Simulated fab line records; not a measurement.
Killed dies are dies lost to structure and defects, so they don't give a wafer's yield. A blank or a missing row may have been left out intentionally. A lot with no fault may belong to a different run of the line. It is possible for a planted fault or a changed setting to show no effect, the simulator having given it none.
Which of the tools did it?	flow sky130	12 lots, 36 wafers sampled, at 5 steps of a route of 708

== WHAT THE GAUGES SHOWED, per wafer ==
SKY_VT_ADJUST_NCORE_OVL_MEAS_08.
lot	measured	on	VT_ADJUST_NCORE_OVL (nm)
L229	day 8 14:31	overlay-02	0.4 1.1 1.1
L230	day 8 14:54	overlay-02	1.4 1.7 2.4
L231	day 9 07:22	overlay-01	0.7 0.4 0.4
L232	day 9 09:16	overlay-02	-1.9 -1.9 -1.0
L233	day 9 21:34	overlay-02	1.0 0.0 0.6
L241	day 12 03:22	overlay-02	-1.3 -0.2 -1.5
L244	day 13 04:14	overlay-01	2.1 0.6 0.2
L245	day 13 11:29	overlay-01	1.2 1.5 1.0
L247	day 13 19:25	overlay-02	-0.9 -1.6 -2.2
L248	day 14 08:08	overlay-02	-0.3 -2.0 -1.7
L249	day 14 16:13	overlay-02	-2.1 -0.6 -1.8
L252	day 15 12:36	overlay-02	-0.5 -0.8 -0.6

SKY_VT_ADJUST_PCH_OVL_MEAS_07.
lot	measured	on	VT_ADJUST_PCH_OVL (nm)
L229	day 10 10:35	overlay-01	0.2 0.2 1.7
L230	day 10 11:18	overlay-02	-2.2 -2.8 -2.8
L231	day 11 04:35	overlay-02	-0.1 -0.4 0.3
L232	day 11 06:28	overlay-01	-0.1 0.6 -1.9
L233	day 11 20:53	overlay-01	-0.7 0.5 -0.8
L241	day 14 06:52	overlay-01	-0.7 -1.9 0.3
L244	day 15 08:46	overlay-01	-2.7 -1.3 -1.1
L245	day 15 16:28	overlay-02	-0.5 0.4 0.2
L247	day 16 01:50	overlay-01	-3.0 -1.9 -0.6
L248	day 16 15:35	overlay-01	0.3 0.4 0.0
L249	day 17 01:05	overlay-02	-1.4 -1.6 -2.2
L252	day 17 22:38	overlay-01	-1.2 -0.9 -2.6

SKY_SONOS_ONO_THK_MEAS_05.
lot	measured	on	SONOS_ONO_CVD_04_THK (nm)
L229	day 11 16:18	film metro-04	5.71 5.67 5.69
L230	day 11 16:19	film metro-03	5.80 5.72 5.75
L231	day 12 09:31	film metro-02	6.22 6.16 6.15
L232	day 12 14:55	film metro-04	6.34 6.38 6.38
L233	day 13 03:50	film metro-02	6.52 6.51 6.42
L241	day 15 14:55	film metro-04	5.82 5.84 5.82
L244	day 16 17:49	film metro-02	5.60 5.70 5.69
L245	day 17 05:33	film metro-03	5.67 5.55 5.62
L247	day 17 12:43	film metro-02	5.80 5.76 5.88
L248	day 18 04:14	film metro-03	5.59 5.76 5.60
L249	day 18 14:38	film metro-04	5.59 5.64 5.67
L252	day 19 13:56	film metro-02	5.66 5.73 5.72

== WHAT TOOL EACH LOT RAN ON (gives the tool, then ch and the chambers of the sampled wafers, and finally the start) ==
lot	SKY_VT_ADJUST_LVTN_STRIP_20	SKY_SONOS_ONO_CVD_04
L229	plasma asher-02 ch 0,1, day 7 17:33	lpcvd-03 ch 1, day 11 15:03
L230	plasma asher-03 ch 0,1, day 7 17:53	lpcvd-03 ch 0, day 11 15:03
L231	plasma asher-03 ch 0,1, day 8 10:04	lpcvd-03 ch 1, day 12 08:16
L232	plasma asher-01 ch 0, day 8 12:14	lpcvd-03 ch 0, day 12 13:02
L233	plasma asher-03 ch 0,1, day 9 00:04	lpcvd-03 ch 1, day 13 02:34
L241	plasma asher-03 ch 0,1, day 11 04:04	lpcvd-03 ch 1, day 15 13:40
L244	plasma asher-02 ch 0,1, day 12 03:14	lpcvd-03 ch 0, day 16 16:32
L245	plasma asher-02 ch 0,1, day 12 10:10	lpcvd-03 ch 0, day 17 04:18
L247	plasma asher-02 ch 0,1, day 12 18:16	lpcvd-03 ch 0, day 17 11:26
L248	plasma asher-03 ch 0,1, day 13 06:26	lpcvd-03 ch 0, day 18 02:58
L249	plasma asher-01 ch 0,1, day 13 14:25	lpcvd-03 ch 1, day 18 13:23
L252	plasma asher-01 ch 0,1, day 14 09:22	lpcvd-03 ch 0, day 19 12:40
- SKY_VT_ADJUST_LVTN_STRIP_20: strips in O2/N2.
- SKY_SONOS_ONO_CVD_04: deposits SiO2 from SiH4/N2O, target thk 5.7199 nm.

== AS READ BY THE TOOLS THEMSELVES (means over the sampled wafers that have a number; for cases with no such wafer, the mark the record gives instead) ==
SKY_VT_ADJUST_LVTN_STRIP_20.
lot	tool	drypump motor current A (A)	oes product au (a.u.)	strip time to endpoint s (s)
L229	plasma asher-02	5.7	0.714	14.18
L230	plasma asher-03	5.3	0.715	14.17
L231	plasma asher-03	5.7	0.717	14.18
L232	plasma asher-01	5.6	0.712	14.13
L233	plasma asher-03	5.3	0.712	14.18
L241	plasma asher-03	5.7	0.714	14.14
L244	plasma asher-02	6.2	0.716	14.14
L245	plasma asher-02	5.8	0.718	14.12
L247	plasma asher-02	5.7	0.711	14.21
L248	plasma asher-03	5.7	0.719	14.15
L249	plasma asher-01	5.9	0.715	14.16
L252	plasma asher-01	5.9	0.718	14.19

SKY_SONOS_ONO_CVD_04.
lot	tool	pressure mtorr (mTorr)	spike tc centre C (C)	zone power upper pct (%)
L229	lpcvd-03	400.4	901.7	17.1
L230	lpcvd-03	399.7	899.9	18.7
L231	lpcvd-03	480.0	902.6	17.2
L232	lpcvd-03	480.3	900.3	18.8
L233	lpcvd-03	480.2	902.7	17.0
L241	lpcvd-03	401.4	901.6	17.1
L244	lpcvd-03	399.5	901.1	18.7
L245	lpcvd-03	400.9	900.1	18.7
L247	lpcvd-03	400.0	900.7	18.6
L248	lpcvd-03	399.8	900.5	18.8
L249	lpcvd-03	399.5	900.8	17.1
L252	lpcvd-03	399.8	899.2	18.7

== THE ANSWER, worked out from the rows above alone ==
Rule: usual is defined by the lots themselves. The widest of any qualifying gaps counts: lots, ordered by their means at a reading, are off when they make up no more than a third of the lots, leave a main group of 4 or more, and stand apart from it by 3 or more times the standard deviation of that group's means. If all means in a main group match to the digits the tables above print for the reading, that group is not used. A lot without any number at a reading at which 4 lots or more have one is off too. The other lots that the step has rows for count as sound. Order of review: gauges by route order, followed by the tools' own readings, for which a lot's mean as printed above is used. At the first step where some lot is off, the reading lying furthest off is the one used; lots without a number count as furthest.
Off: L231, L232, L233, seen at SKY_SONOS_ONO_THK_MEAS_05 (SONOS_ONO_CVD_04_THK). For the main group the mean is 5.71 nm and the standard deviation 0.073.
If a tool, at a process step before that reading, ran all the lots that are off and no sound lot after the first of them, it fits. Not tried: the gauges at SKY_SONOS_ONO_THK_MEAS_05; whatever is off there is also off at SKY_SONOS_ONO_CVD_04, on other tools, and gauge error can't account for it. None of those tried fits.

== WHAT THE SIMULATOR PUT IN ==
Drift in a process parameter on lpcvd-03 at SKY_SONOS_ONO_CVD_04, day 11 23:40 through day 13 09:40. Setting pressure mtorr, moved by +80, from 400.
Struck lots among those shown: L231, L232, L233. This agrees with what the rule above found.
